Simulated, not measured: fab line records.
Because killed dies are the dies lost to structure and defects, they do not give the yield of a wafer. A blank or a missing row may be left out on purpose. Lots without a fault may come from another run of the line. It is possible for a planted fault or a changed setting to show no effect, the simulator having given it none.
Which of the tools did it? :: flow sky130 :: 15 lots with 45 wafers sampled at 4 steps, on a route of 708 steps

== WHAT EACH GAUGE READ, for each wafer ==
SKY_CAP2M_THK_MEAS_01. Usual: for CAP2M_CVD_00_THK the level is 15.47 nm and the standard deviation is 0.27.
lot: L192
measured: day 39 17:58
on: filmMetro-03
CAP2M_CVD_00_THK (nm): 15.42 15.57 15.49
flag: 

lot: L193
measured: day 40 04:44
on: filmMetro-03
CAP2M_CVD_00_THK (nm): 15.27 15.57 15.69
flag: 

lot: L196
measured: day 41 13:26
on: filmMetro-03
CAP2M_CVD_00_THK (nm): 15.38 15.16 15.60
flag: 

lot: L197
measured: day 41 20:34
on: filmMetro-02
CAP2M_CVD_00_THK (nm): 15.54 15.93 15.90
flag: 

lot: L198
measured: day 42 04:16
on: filmMetro-03
CAP2M_CVD_00_THK (nm): 15.39 15.16 15.36
flag: 

lot: L200
measured: day 42 12:05
on: filmMetro-04
CAP2M_CVD_00_THK (nm): 14.99 15.28 15.29
flag: 

lot: L199
measured: day 42 14:22
on: filmMetro-02
CAP2M_CVD_00_THK (nm): 15.55 15.52 15.72
flag: 

lot: L201
measured: day 42 14:51
on: filmMetro-02
CAP2M_CVD_00_THK (nm): 15.08 15.31 15.19
flag: 

lot: L204
measured: day 43 12:01
on: filmMetro-02
CAP2M_CVD_00_THK (nm): 14.83 15.42 15.05
flag: 

lot: L206
measured: day 44 15:38
on: filmMetro-02
CAP2M_CVD_00_THK (nm): 15.77 15.78 15.53
flag: 

lot: L207
measured: day 44 16:13
on: filmMetro-03
CAP2M_CVD_00_THK (nm): 15.59 15.62 15.71
flag: 

lot: L205
measured: day 44 16:22
on: filmMetro-03
CAP2M_CVD_00_THK (nm): 15.65 16.03 15.10
flag: 

lot: L212
measured: day 46 06:10
on: filmMetro-03
CAP2M_CVD_00_THK (nm): 15.25 15.25 15.44
flag: 

lot: L211
measured: day 46 07:04
on: filmMetro-03
CAP2M_CVD_00_THK (nm): 15.08 15.82 15.43
flag: 

lot: L213
measured: day 46 10:59
on: filmMetro-03
CAP2M_CVD_00_THK (nm): 14.96 15.77 15.40
flag: 

SKY_METAL5_THK_MEAS_06: measures by xrf. Usual: for METAL5_ALCU_THK the level is 1176 nm and the standard deviation is 15.
lot: L192
measured: day 42 21:19
on: filmMetro-02
METAL5_ALCU_THK (nm): 1139 1135 1143
flag: 

lot: L193
measured: day 43 07:44
on: filmMetro-02
METAL5_ALCU_THK (nm): 1173 1168 1168
flag: 

lot: L196
measured: day 44 13:10
on: filmMetro-03
METAL5_ALCU_THK (nm): 1169 1142 1157
flag: 

lot: L197
measured: day 44 20:23
on: filmMetro-02
METAL5_ALCU_THK (nm): 1171 1169 1188
flag: 

lot: L198
measured: day 45 01:41
on: filmMetro-02
METAL5_ALCU_THK (nm): 1168 1172 1156
flag: 

lot: L200
measured: day 45 10:43
on: filmMetro-03
METAL5_ALCU_THK (nm): 1189 1188 1183
flag: 

lot: L199
measured: day 45 13:22
on: filmMetro-03
METAL5_ALCU_THK (nm): 1180 1199 1209
flag: 

lot: L201
measured: day 45 13:36
on: filmMetro-02
METAL5_ALCU_THK (nm): 1189 1169 1185
flag: 

lot: L205
measured: day 47 10:47
on: filmMetro-01
METAL5_ALCU_THK (nm): 1183 1161 1194
flag: 

lot: L212
measured: day 48 19:54
on: filmMetro-02
METAL5_ALCU_THK (nm): 1169 1167 1162
flag: 

lot: L211
measured: day 48 20:30
on: filmMetro-02
METAL5_ALCU_THK (nm): 1163 1165 1168
flag: 

lot: L213
measured: day 49 00:25
on: filmMetro-01
METAL5_ALCU_THK (nm): 1180 1182 1172
flag: 

== TOOL THAT RAN EACH LOT (tool first, then ch and the chambers of the sampled wafers, then the start) ==
lot: L192
SKY_METAL4_ETCH_17: rieDiel-01 ch 0,3, day 41 18:55
SKY_VIA4_DEVELOP_10: lithoTrack-01 ch 0, day 42 19:17

lot: L193
SKY_METAL4_ETCH_17: rieDiel-01 ch 0,1,3, day 42 05:07
SKY_VIA4_DEVELOP_10: lithoTrack-03 ch 0, day 43 05:45

lot: L196
SKY_METAL4_ETCH_17: rieDiel-02 ch 0,2,3, day 43 12:01
SKY_VIA4_DEVELOP_10: lithoTrack-01 ch 0, day 44 11:20

lot: L197
SKY_METAL4_ETCH_17: rieDiel-03 ch 2,3, day 43 19:34
SKY_VIA4_DEVELOP_10: lithoTrack-02 ch 0, day 44 18:34

lot: L198
SKY_METAL4_ETCH_17: rieDiel-01 ch 0,1,3, day 44 02:04
SKY_VIA4_DEVELOP_10: lithoTrack-01 ch 0, day 44 23:52

lot: L200
SKY_METAL4_ETCH_17: rieDiel-03 ch 0,1, day 44 09:49
SKY_VIA4_DEVELOP_10: lithoTrack-01 ch 0, day 45 08:55

lot: L199
SKY_METAL4_ETCH_17: rieDiel-03 ch 0,1,2, day 44 13:28
SKY_VIA4_DEVELOP_10: lithoTrack-02 ch 0, day 45 11:25

lot: L201
SKY_METAL4_ETCH_17: rieDiel-01 ch 0,1,2, day 44 13:48
SKY_VIA4_DEVELOP_10: lithoTrack-01 ch 0, day 45 11:46

lot: L204
SKY_METAL4_ETCH_17: rieDiel-03 ch 0,2,3, day 45 08:31
SKY_VIA4_DEVELOP_10: lithoTrack-01, day 46 06:22

lot: L206
SKY_METAL4_ETCH_17: rieDiel-03 ch 1,2, day 46 10:41
SKY_VIA4_DEVELOP_10: lithoTrack-01, day 47 08:28

lot: L207
SKY_METAL4_ETCH_17: rieDiel-02 ch 0,2,3, day 46 10:55
SKY_VIA4_DEVELOP_10: lithoTrack-02, day 47 08:41

lot: L205
SKY_METAL4_ETCH_17: rieDiel-01 ch 1,2,3, day 46 11:16
SKY_VIA4_DEVELOP_10: lithoTrack-01 ch 0, day 47 08:44

lot: L212
SKY_METAL4_ETCH_17: rieDiel-03 ch 2,3, day 47 22:10
SKY_VIA4_DEVELOP_10: lithoTrack-02 ch 0, day 48 17:46

lot: L211
SKY_METAL4_ETCH_17: rieDiel-02 ch 0,3, day 47 22:58
SKY_VIA4_DEVELOP_10: lithoTrack-03 ch 0, day 48 17:58

lot: L213
SKY_METAL4_ETCH_17: rieDiel-02 ch 0,1,2, day 48 03:13
SKY_VIA4_DEVELOP_10: lithoTrack-03 ch 0, day 48 22:22
- SKY_METAL4_ETCH_17: etches SiO2 in C4F8/O2/Ar, stops on TiN, time 3.9 s, target depth 15 nm.
- SKY_VIA4_DEVELOP_10: develop time 60 s.

== WHAT THE TOOLS THEMSELVES READ (means of the sampled wafers that have a number; where no wafer has one, the mark that the record gives instead) ==
SKY_METAL4_ETCH_17. Usual: 0.754 a.u. for oesProductAu, sd 0.0081.
lot: L192
tool: rieDiel-01
oesProductAu (a.u.): 0.752
flag: 

lot: L193
tool: rieDiel-01
oesProductAu (a.u.): 0.757
flag: 

lot: L196
tool: rieDiel-02
oesProductAu (a.u.): 0.752
flag: 

lot: L197
tool: rieDiel-03
oesProductAu (a.u.): 0.762
flag: 

lot: L198
tool: rieDiel-01
oesProductAu (a.u.): 0.749
flag: 

lot: L200
tool: rieDiel-03
oesProductAu (a.u.): 0.747
flag: 

lot: L199
tool: rieDiel-03
oesProductAu (a.u.): 0.755
flag: 

lot: L201
tool: rieDiel-01
oesProductAu (a.u.): 0.745
flag: 

lot: L204
tool: rieDiel-03
oesProductAu (a.u.): 0.748
flag: 

lot: L206
tool: rieDiel-03
oesProductAu (a.u.): 0.761
flag: 

lot: L207
tool: rieDiel-02
oesProductAu (a.u.): 0.757
flag: 

lot: L205
tool: rieDiel-01
oesProductAu (a.u.): 0.759
flag: 

lot: L212
tool: rieDiel-03
oesProductAu (a.u.): 0.752
flag: 

lot: L211
tool: rieDiel-02
oesProductAu (a.u.): 0.750
flag: 

lot: L213
tool: rieDiel-02
oesProductAu (a.u.): 0.750
flag: 

SKY_VIA4_DEVELOP_10. Usual: chillPlateTempC 22.99 C, standard deviation 0.11; developerTempC 23.00 C, standard deviation 0.093.
lot: L192
tool: lithoTrack-01
chillPlateTempC (C): 22.93
developerTempC (C): 22.97
flag: 

lot: L193
tool: lithoTrack-03
chillPlateTempC (C): 23.11
developerTempC (C): 23.00
flag: 

lot: L196
tool: lithoTrack-01
chillPlateTempC (C): 22.98
developerTempC (C): 22.97
flag: 

lot: L197
tool: lithoTrack-02
chillPlateTempC (C): 23.03
developerTempC (C): 22.99
flag: 

lot: L198
tool: lithoTrack-01
chillPlateTempC (C): 22.88
developerTempC (C): 23.07
flag: 

lot: L200
tool: lithoTrack-01
chillPlateTempC (C): 22.99
developerTempC (C): 22.93
flag: 

lot: L199
tool: lithoTrack-02
chillPlateTempC (C): 23.14
developerTempC (C): 22.92
flag: 

lot: L201
tool: lithoTrack-01
chillPlateTempC (C): 23.03
developerTempC (C): 23.05
flag: 

lot: L204
tool: lithoTrack-01
chillPlateTempC (C): -
developerTempC (C): -
flag: OFF

lot: L206
tool: lithoTrack-01
chillPlateTempC (C): -
developerTempC (C): -
flag: OFF

lot: L207
tool: lithoTrack-02
chillPlateTempC (C): -
developerTempC (C): -
flag: OFF

lot: L205
tool: lithoTrack-01
chillPlateTempC (C): 22.84
developerTempC (C): 22.94
flag: 

lot: L212
tool: lithoTrack-02
chillPlateTempC (C): 23.02
developerTempC (C): 22.99
flag: 

lot: L211
tool: lithoTrack-03
chillPlateTempC (C): 22.94
developerTempC (C): 23.06
flag: 

lot: L213
tool: lithoTrack-03
chillPlateTempC (C): 22.93
developerTempC (C): 23.01
flag: 

== THE ANSWER, worked out from the rows above alone ==
Rule: lot off if the mean of its wafers having a number is beyond 3 standard deviations from the usual mean. A lot without any number at a reading at which 4 lots or more have one is off too. Any other lot the step has rows for is counted as sound. First the gauges in route order, then the tools' own readings, where a lot's mean is used as printed above. The first step at which some lot is off is used, and at that step the reading that is off furthest; a lot without a number counts as furthest.
Off at SKY_VIA4_DEVELOP_10 (chillPlateTempC): L204, L206, L207. Without a number there: L204, L206, L207.
A tool fits if, at that step or a process step before it, it ran every lot that is off, and no sound lot after the first of them. Not one of the candidates tried fits.

== WHAT THE SIMULATOR HAD INSERTED ==
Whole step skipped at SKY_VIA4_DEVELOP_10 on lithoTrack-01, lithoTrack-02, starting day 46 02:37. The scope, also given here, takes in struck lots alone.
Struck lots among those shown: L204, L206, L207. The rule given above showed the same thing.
